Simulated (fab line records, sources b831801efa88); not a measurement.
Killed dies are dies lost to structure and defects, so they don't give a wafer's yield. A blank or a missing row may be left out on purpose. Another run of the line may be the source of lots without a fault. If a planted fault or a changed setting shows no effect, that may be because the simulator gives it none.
Which tool is to blame? :: flow gf180mcu :: Sampling: 14 lots, 42 wafers, 5 of 602 route steps

WHAT THE GAUGES SHOWED, per wafer
GF_HV_LDD_TW_MEAS_23. Usual: HV_LDD_2_TW 1075, standard deviation 9.
lot: L153
measured: day 10 14:58
on: filmMetro-01
HV_LDD_2_TW: 1062 1063 1057
flag: 

lot: L154
measured: day 10 22:24
on: filmMetro-04
HV_LDD_2_TW: 1084 1083 1085
flag: 

lot: L155
measured: day 11 09:19
on: filmMetro-04
HV_LDD_2_TW: 1084 1081 1087
flag: 

lot: L157
measured: day 11 21:58
on: filmMetro-03
HV_LDD_2_TW: 1076 1075 1073
flag: 

lot: L159
measured: day 12 18:10
on: filmMetro-04
HV_LDD_2_TW: 1079 1073 1076
flag: 

lot: L160
measured: day 13 00:47
on: filmMetro-03
HV_LDD_2_TW: 1073 1069 1070
flag: 

lot: L161
measured: day 13 11:04
on: filmMetro-04
HV_LDD_2_TW: 1081 1083 1080
flag: 

lot: L162
measured: day 13 15:19
on: filmMetro-03
HV_LDD_2_TW: 1063 1065 1069
flag: 

lot: L163
measured: day 14 01:16
on: filmMetro-03
HV_LDD_2_TW: 1076 1075 1075
flag: 

lot: L172
measured: day 16 20:59
on: filmMetro-03
HV_LDD_2_TW: 1069 1070 1078
flag: 

lot: L173
measured: day 17 04:25
on: filmMetro-04
HV_LDD_2_TW: 1088 1082 1086
flag: 

lot: L174
measured: day 17 14:04
on: filmMetro-04
HV_LDD_2_TW: 1082 1082 1081
flag: 

lot: L175
measured: day 18 02:07
on: filmMetro-03
HV_LDD_2_TW: 1076 1069 1073
flag: 

lot: L176
measured: day 18 02:14
on: filmMetro-04
HV_LDD_2_TW: 1078 1082 1083
flag: 

GF_HV_LDD_RS_MEAS_53: a four-point-probe measurement. Usual: HV_LDD_RS 418.1 ohm/sq, standard deviation 0.92.
lot: L153
measured: day 12 05:11
on: filmMetro-04
HV_LDD_RS (ohm/sq): 418.3 417.7 418.2
flag: 

lot: L154
measured: day 12 13:03
on: filmMetro-04
HV_LDD_RS (ohm/sq): 418.5 419.7 418.7
flag: 

lot: L155
measured: day 12 23:59
on: filmMetro-04
HV_LDD_RS (ohm/sq): 417.1 417.3 416.6
flag: 

lot: L157
measured: day 13 13:56
on: filmMetro-03
HV_LDD_RS (ohm/sq): 417.8 418.0 418.6
flag: 

lot: L159
measured: day 14 11:00
on: filmMetro-03
HV_LDD_RS (ohm/sq): 418.6 417.7 418.7
flag: 

lot: L160
measured: day 14 18:28
on: filmMetro-01
HV_LDD_RS (ohm/sq): 416.0 417.3 416.3
flag: 

lot: L161
measured: day 15 04:48
on: filmMetro-04
HV_LDD_RS (ohm/sq): 419.7 418.2 418.7
flag: 

lot: L162
measured: day 15 08:12
on: filmMetro-01
HV_LDD_RS (ohm/sq): 402.7 403.3 402.6
flag: OFF

lot: L163
measured: day 15 20:02
on: filmMetro-04
HV_LDD_RS (ohm/sq): 405.3 405.5 405.2
flag: OFF

lot: L172
measured: day 18 21:33
on: filmMetro-01
HV_LDD_RS (ohm/sq): 417.0 418.2 417.5
flag: 

lot: L173
measured: day 19 04:56
on: filmMetro-03
HV_LDD_RS (ohm/sq): 419.3 418.8 419.2
flag: 

lot: L174
measured: day 19 15:14
on: filmMetro-04
HV_LDD_RS (ohm/sq): 417.8 417.8 418.2
flag: 

lot: L175
measured: day 20 04:43
on: filmMetro-01
HV_LDD_RS (ohm/sq): 416.4 417.0 417.7
flag: 

lot: L176
measured: day 20 04:50
on: filmMetro-03
HV_LDD_RS (ohm/sq): 418.5 418.6 418.4
flag: 

GF_V1_THK_MEAS_25: measures by xrf. Usual: V1_W_THK 351 nm, standard deviation 5.4.
lot: L153
measured: day 17 21:20
on: filmMetro-01
V1_W_THK (nm): 359 349 360
flag: 

lot: L154
measured: day 18 07:02
on: filmMetro-04
V1_W_THK (nm): 353 352 345
flag: 

lot: L155
measured: day 18 18:25
on: filmMetro-04
V1_W_THK (nm): 353 350 351
flag: 

lot: L157
measured: day 19 11:08
on: filmMetro-04
V1_W_THK (nm): 350 352 350
flag: 

lot: L159
measured: day 20 15:13
on: filmMetro-04
V1_W_THK (nm): 348 342 348
flag: 

lot: L160
measured: day 20 20:43
on: filmMetro-04
V1_W_THK (nm): 351 352 349
flag: 

lot: L161
measured: day 21 10:07
on: filmMetro-01
V1_W_THK (nm): 359 357 362
flag: 

lot: L162
measured: day 21 15:34
on: filmMetro-04
V1_W_THK (nm): 351 353 353
flag: 

lot: L163
measured: day 22 04:52
on: filmMetro-02
V1_W_THK (nm): 354 356 347
flag: 

lot: L172
measured: day 25 03:08
on: filmMetro-02
V1_W_THK (nm): 354 357 340
flag: 

lot: L173
measured: day 25 07:59
on: filmMetro-01
V1_W_THK (nm): 348 346 348
flag: 

lot: L174
measured: day 25 18:07
on: filmMetro-02
V1_W_THK (nm): 347 361 346
flag: 

lot: L175
measured: day 26 06:13
on: filmMetro-02
V1_W_THK (nm): 353 346 354
flag: 

lot: L176
measured: day 26 07:11
on: filmMetro-02
V1_W_THK (nm): 355 353 355
flag: 

EACH LOT AND THE TOOL THAT RAN IT (in order: tool; ch and the chambers of the sampled wafers; start)
lot: L153
GF_HV_LDD_IMPLANT_33: implanter-03 ch 0, day 11 09:22
GF_V1_CMP_04: cmp-01 ch 1,2,3, day 16 20:28

lot: L154
GF_HV_LDD_IMPLANT_33: implanter-03 ch 0, day 11 17:02
GF_V1_CMP_04: cmp-02 ch 0,1,2, day 17 06:29

lot: L155
GF_HV_LDD_IMPLANT_33: implanter-04 ch 0, day 12 03:34
GF_V1_CMP_04: cmp-02 ch 1,2,3, day 17 17:48

lot: L157
GF_HV_LDD_IMPLANT_33: implanter-03 ch 0, day 12 17:37
GF_V1_CMP_04: cmp-02 ch 1,2,3, day 18 09:25

lot: L159
GF_HV_LDD_IMPLANT_33: implanter-03 ch 0, day 13 13:13
GF_V1_CMP_04: cmp-01 ch 0,3, day 19 13:11

lot: L160
GF_HV_LDD_IMPLANT_33: implanter-04 ch 0, day 13 20:44
GF_V1_CMP_04: cmp-01 ch 1,2,3, day 19 18:50

lot: L161
GF_HV_LDD_IMPLANT_33: implanter-04 ch 0, day 14 07:34
GF_V1_CMP_04: cmp-01 ch 0,1,2, day 20 08:29

lot: L162
GF_HV_LDD_IMPLANT_33: implanter-04 ch 0, day 14 11:28
GF_V1_CMP_04: cmp-02 ch 1,2,3, day 20 13:50

lot: L163
GF_HV_LDD_IMPLANT_33: implanter-04 ch 0, day 14 21:52
GF_V1_CMP_04: cmp-02 ch 0,1,2, day 21 03:46

lot: L172
GF_HV_LDD_IMPLANT_33: implanter-02 ch 0, day 17 20:35
GF_V1_CMP_04: cmp-02 ch 0,1, day 24 03:46

lot: L173
GF_HV_LDD_IMPLANT_33: implanter-02 ch 0, day 18 03:31
GF_V1_CMP_04: cmp-01 ch 0,3, day 24 08:19

lot: L174
GF_HV_LDD_IMPLANT_33: implanter-03 ch 0, day 18 13:19
GF_V1_CMP_04: cmp-02 ch 1,2,3, day 24 18:52

lot: L175
GF_HV_LDD_IMPLANT_33: implanter-03 ch 0, day 19 02:53
GF_V1_CMP_04: cmp-02 ch 0,2,3, day 25 07:45

lot: L176
GF_HV_LDD_IMPLANT_33: implanter-02 ch 0, day 19 02:59
GF_V1_CMP_04: cmp-02 ch 1,3, day 25 08:32
- GF_HV_LDD_IMPLANT_33
- GF_V1_CMP_04: polishes SiO2.

AS READ BY THE TOOLS THEMSELVES (means over the sampled wafers that have a number; for cases with no such wafer, the mark the record gives instead)
GF_HV_LDD_IMPLANT_33. Usual: beamEnergyKeV 59.997, standard deviation 0.018; beamOnS 10.03 s, standard deviation 0.19; tiltDeg 30.001 degrees, standard deviation 0.018.
lot: L153
tool: implanter-03
beamEnergyKeV: 60.010
beamOnS (s): 10.01
tiltDeg (degrees): 29.994
flag: 

lot: L154
tool: implanter-03
beamEnergyKeV: 59.986
beamOnS (s): 9.89
tiltDeg (degrees): 29.998
flag: 

lot: L155
tool: implanter-04
beamEnergyKeV: 59.988
beamOnS (s): 9.93
tiltDeg (degrees): 30.004
flag: 

lot: L157
tool: implanter-03
beamEnergyKeV: 59.995
beamOnS (s): 10.01
tiltDeg (degrees): 30.005
flag: 

lot: L159
tool: implanter-03
beamEnergyKeV: 59.994
beamOnS (s): 9.99
tiltDeg (degrees): 29.993
flag: 

lot: L160
tool: implanter-04
beamEnergyKeV: 60.002
beamOnS (s): 9.94
tiltDeg (degrees): 30.027
flag: 

lot: L161
tool: implanter-04
beamEnergyKeV: 59.997
beamOnS (s): 10.02
tiltDeg (degrees): 30.019
flag: 

lot: L162
tool: implanter-04
beamEnergyKeV: 73.092
beamOnS (s): 9.98
tiltDeg (degrees): 29.990
flag: OFF

lot: L163
tool: implanter-04
beamEnergyKeV: 73.124
beamOnS (s): 10.08
tiltDeg (degrees): 30.020
flag: OFF

lot: L172
tool: implanter-02
beamEnergyKeV: 60.020
beamOnS (s): 9.92
tiltDeg (degrees): 29.999
flag: 

lot: L173
tool: implanter-02
beamEnergyKeV: 59.993
beamOnS (s): 10.08
tiltDeg (degrees): 30.006
flag: 

lot: L174
tool: implanter-03
beamEnergyKeV: 60.019
beamOnS (s): 10.20
tiltDeg (degrees): 30.002
flag: 

lot: L175
tool: implanter-03
beamEnergyKeV: 60.018
beamOnS (s): 9.93
tiltDeg (degrees): 30.003
flag: 

lot: L176
tool: implanter-02
beamEnergyKeV: 59.998
beamOnS (s): 10.07
tiltDeg (degrees): 29.992
flag: 

GF_V1_CMP_04. Usual: motorCurrentA 13.2 A, standard deviation 0.73; timeToEndpointS 85 s, standard deviation 6.1.
lot: L153
tool: cmp-01
motorCurrentA (A): 12.9
timeToEndpointS (s): 85
flag: 

lot: L154
tool: cmp-02
motorCurrentA (A): 13.1
timeToEndpointS (s): 94
flag: 

lot: L155
tool: cmp-02
motorCurrentA (A): 13.8
timeToEndpointS (s): 84
flag: 

lot: L157
tool: cmp-02
motorCurrentA (A): 13.3
timeToEndpointS (s): 78
flag: 

lot: L159
tool: cmp-01
motorCurrentA (A): 13.2
timeToEndpointS (s): 89
flag: 

lot: L160
tool: cmp-01
motorCurrentA (A): 12.4
timeToEndpointS (s): 91
flag: 

lot: L161
tool: cmp-01
motorCurrentA (A): 12.7
timeToEndpointS (s): 93
flag: 

lot: L162
tool: cmp-02
motorCurrentA (A): 13.4
timeToEndpointS (s): 82
flag: 

lot: L163
tool: cmp-02
motorCurrentA (A): 13.4
timeToEndpointS (s): 88
flag: 

lot: L172
tool: cmp-02
motorCurrentA (A): 13.4
timeToEndpointS (s): 83
flag: 

lot: L173
tool: cmp-01
motorCurrentA (A): 13.6
timeToEndpointS (s): 90
flag: 

lot: L174
tool: cmp-02
motorCurrentA (A): 13.5
timeToEndpointS (s): 79
flag: 

lot: L175
tool: cmp-02
motorCurrentA (A): 14.0
timeToEndpointS (s): 80
flag: 

lot: L176
tool: cmp-02
motorCurrentA (A): 13.8
timeToEndpointS (s): 75
flag: 

THE ANSWER, worked out from the rows above alone
Rule: a lot counts as off when the mean over its wafers that have a number is more than 3 standard deviations away from the usual mean. Also off: a lot with no number at a reading for which 4 or more lots have one. All remaining lots with rows at the step are treated as sound. Order of review: gauges by route order, followed by the tools' own readings, for which a lot's mean as printed above is used. The first step at which some lot is off is used, and at that step the reading that is off furthest; a lot without a number counts as furthest.
Off: L162, L163, seen at GF_HV_LDD_RS_MEAS_53 (HV_LDD_RS).
A tool fits if, at a process step before that reading, it ran every lot that is off, and no sound lot after the first of them. Not tried: the gauges at GF_HV_LDD_RS_MEAS_53; whatever is off there is also off at GF_HV_LDD_IMPLANT_33, on other tools, and gauge error can't account for it. One candidate fits, namely implanter-04 at GF_HV_LDD_IMPLANT_33. Its last sound lot is L161 (day 14 07:34), its first lot that is off L162 (day 14 11:28): a fault that began between those two fits.
The tool's own readings at GF_HV_LDD_IMPLANT_33 bear it out: on the lots that are off they differ by more than 5 times the standard deviation of the sound lots' means. beamEnergyKeV reads 73.108 there against 60.002 on the sound lots.

WHAT THE SIMULATOR PUT IN
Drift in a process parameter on implanter-04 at GF_HV_LDD_IMPLANT_33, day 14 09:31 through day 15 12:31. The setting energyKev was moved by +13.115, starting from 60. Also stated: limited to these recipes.
Struck lots among those shown: L162, L163. The rule above reached the same finding.
